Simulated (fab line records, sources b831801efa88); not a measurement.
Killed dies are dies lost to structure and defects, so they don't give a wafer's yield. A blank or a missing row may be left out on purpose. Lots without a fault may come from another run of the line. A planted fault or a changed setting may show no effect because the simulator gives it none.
Which tool did it? | flow gf180mcu | 13 lots, 39 wafers sampled, at 6 steps of a route of 602

WHAT THE GAUGES READ, wafer by wafer
GF_STI_CD_MEAS_12: target cd 220 nm. Usual: cd_nm 220.0 nm, standard deviation 0.96.
lot  | measured    | on        | cd_nm (nm)        | flag
L633 | day 2 06:38 | cd_sem-01 | 221.0 221.9 220.0 |
L634 | day 2 14:19 | cd_sem-01 | 220.4 219.1 219.4 |
L635 | day 2 18:22 | cd_sem-01 | 218.2 219.1 219.7 |
L636 | day 2 21:28 | cd_sem-01 | 218.0 217.5 220.3 |
L638 | day 3 09:34 | cd_sem-02 | 219.7 219.7 220.8 |
L641 | day 4 01:17 | cd_sem-01 | 219.3 219.4 218.2 |
L646 | day 5 01:49 | cd_sem-01 | 220.3 220.7 221.0 |
L648 | day 5 11:54 | cd_sem-01 | 218.2 219.9 219.5 |
L649 | day 5 16:47 | cd_sem-01 | 221.2 221.3 221.4 |
L650 | day 5 23:01 | cd_sem-01 | 220.3 220.5 218.7 |
L651 | day 6 05:14 | cd_sem-01 | 221.1 220.3 220.2 |
L653 | day 6 13:59 | cd_sem-02 | 220.6 220.9 220.7 |
L654 | day 6 21:02 | cd_sem-01 | 220.0 220.1 219.8 |

GF_MVPSD_OVL_MEAS_07. Usual: MVPSD_OVL 0.9 nm, standard deviation 1.6.
lot  | measured     | on         | MVPSD_OVL (nm) | flag
L633 | day 5 07:53  | overlay-02 | 1.2 1.8 0.6    |
L634 | day 5 19:10  | overlay-02 | 1.2 0.0 2.3    |
L635 | day 5 19:26  | overlay-02 | 2.3 1.2 2.2    |
L636 | day 6 09:16  | overlay-02 | -3.6 -2.2 -1.3 |
L638 | day 6 16:08  | overlay-01 | 0.3 1.1 -0.2   |
L641 | day 7 09:29  | overlay-01 | -0.8 -0.9 -0.2 |
L646 | day 8 12:28  | overlay-02 | - - -          | OFF
L648 | day 8 23:34  | overlay-02 | 1.0 -1.5 1.1   |
L649 | day 9 06:20  | overlay-01 | 2.2 2.4 3.1    |
L650 | day 9 14:19  | overlay-02 | -1.1 -0.7 -1.5 |
L651 | day 9 19:34  | overlay-01 | 4.6 3.2 4.2    |
L653 | day 10 05:43 | overlay-01 | 3.1 3.9 4.1    |
L654 | day 10 13:23 | overlay-02 | 0.0 0.8 2.2    |

GF_MVPSD_TW_MEAS_11. Usual: MVPSD_TW 557, standard deviation 7.6.
lot  | measured     | on            | MVPSD_TW    | flag
L633 | day 5 08:20  | film_metro-02 | 558 557 556 |
L634 | day 5 19:37  | film_metro-02 | 561 555 554 |
L635 | day 5 19:52  | film_metro-02 | 557 557 552 |
L636 | day 6 09:43  | film_metro-04 | 565 568 569 |
L638 | day 6 16:34  | film_metro-03 | 547 546 549 |
L641 | day 7 09:55  | film_metro-03 | 550 546 548 |
L646 | day 8 12:55  | film_metro-04 | 31 31 31    | OFF
L648 | day 9 00:01  | film_metro-02 | 554 556 556 |
L649 | day 9 06:47  | film_metro-02 | 552 552 555 |
L650 | day 9 14:46  | film_metro-03 | 546 544 545 |
L651 | day 9 20:00  | film_metro-02 | 555 554 557 |
L653 | day 10 06:08 | film_metro-03 | 548 550 550 |
L654 | day 10 13:50 | film_metro-02 | 551 550 553 |

GF_POLY_GATE_OVL_MEAS_11. Usual: POLY_GATE_OVL -4 nm, standard deviation 5.1.
lot  | measured     | on         | POLY_GATE_OVL (nm) | flag
L633 | day 9 12:22  | overlay-02 | -2 -2 0            |
L634 | day 10 06:25 | overlay-02 | -5 -3 -6           |
L635 | day 10 06:46 | overlay-01 | -1 2 -2            |
L636 | day 10 18:37 | overlay-02 | 5 7 4              |
L638 | day 11 04:26 | overlay-01 | 8 4 3              |
L641 | day 11 23:10 | overlay-01 | -9 -15 -1          |
L646 | day 13 04:15 | overlay-02 | -8 -4 -2           |
L648 | day 13 13:29 | overlay-01 | -8 0 -2            |
L649 | day 13 21:32 | overlay-01 | -6 -2 2            |
L650 | day 14 03:37 | overlay-01 | -7 -3 -9           |
L651 | day 14 14:34 | overlay-01 | -3 4 -2            |
L653 | day 14 21:55 | overlay-01 | -5 -10 1           |
L654 | day 15 07:38 | overlay-01 | -12 -4 -10         |

GF_HV_LDD_OVL_MEAS_08. Usual: HV_LDD_OVL -1.1 nm, standard deviation 1.3.
lot  | measured     | on         | HV_LDD_OVL (nm) | flag
L633 | day 10 06:53 | overlay-02 | -4.2 -3.6 -2.4  |
L634 | day 11 02:59 | overlay-02 | 0.7 1.1 0.6     |
L635 | day 11 02:48 | overlay-01 | -1.1 -0.3 0.1   |
L636 | day 11 15:03 | overlay-02 | -2.8 -1.0 -1.9  |
L638 | day 12 01:30 | overlay-01 | -0.8 -0.7 -0.8  |
L641 | day 12 19:20 | overlay-01 | 0.7 -0.1 -1.1   |
L646 | day 13 18:38 | overlay-02 | -0.8 0.4 0.6    |
L648 | day 14 10:01 | overlay-02 | -3.9 -2.1 -3.1  |
L649 | day 14 21:15 | overlay-02 | -1.9 -2.2 -1.2  |
L650 | day 15 02:08 | overlay-01 | -0.2 -0.4 0.8   |
L651 | day 15 13:41 | overlay-02 | -0.1 -0.3 -1.1  |
L653 | day 15 21:50 | overlay-02 | -0.9 -1.7 -3.0  |
L654 | day 16 06:53 | overlay-01 | -1.1 -2.5 -0.1  |

WHICH TOOL RAN EACH LOT (tool, then ch and the chambers of the sampled wafers, then the start)
lot  | GF_MVPSD_EXPOSE_04
L633 | iline_stepper-01 ch 0, day 5 00:40
L634 | iline_stepper-01 ch 0, day 5 12:23
L635 | iline_stepper-02 ch 0, day 5 12:37
L636 | iline_stepper-01 ch 0, day 6 02:26
L638 | iline_stepper-02 ch 0, day 6 08:27
L641 | iline_stepper-02 ch 0, day 7 01:33
L646 | iline_stepper-01 ch 0, day 8 04:36
L648 | iline_stepper-01 ch 0, day 8 15:31
L649 | iline_stepper-01 ch 0, day 8 22:03
L650 | iline_stepper-01 ch 0, day 9 05:58
L651 | iline_stepper-01 ch 0, day 9 11:17
L653 | iline_stepper-02 ch 0, day 9 20:50
L654 | iline_stepper-01 ch 0, day 10 04:52
- GF_MVPSD_EXPOSE_04: exposes mask MVPSD, target cd 1000 nm.

WHAT THE TOOLS THEMSELVES READ (means of the sampled wafers that have a number; where no wafer has one, the mark that the record gives instead)
The record holds no such reading with a usual standard deviation.

THE ANSWER, worked out from the rows above alone
Rule: a lot is off if the mean of its wafers that have a number lies more than 3 standard deviations from the usual mean. A lot without any number at a reading at which 4 lots or more have one is off too. The other lots that the step has rows for count as sound. The gauges are gone through in route order, then the tools' own readings, and for those a lot's mean is taken as printed above. The first step at which some lot is off is used, and at that step the reading that is off furthest; a lot without a number counts as furthest.
Off: L646, at GF_MVPSD_OVL_MEAS_07 (MVPSD_OVL). Without a number there: L646.
A tool fits if, at a process step before that reading, it ran every lot that is off, and no sound lot after the first of them. The gauges at GF_MVPSD_OVL_MEAS_07 aren't tried: what is off there is off at GF_MVPSD_TW_MEAS_11 too, on other tools, and a gauge's error can't cause that. None of those tried fits.

WHAT THE SIMULATOR HAD PUT IN
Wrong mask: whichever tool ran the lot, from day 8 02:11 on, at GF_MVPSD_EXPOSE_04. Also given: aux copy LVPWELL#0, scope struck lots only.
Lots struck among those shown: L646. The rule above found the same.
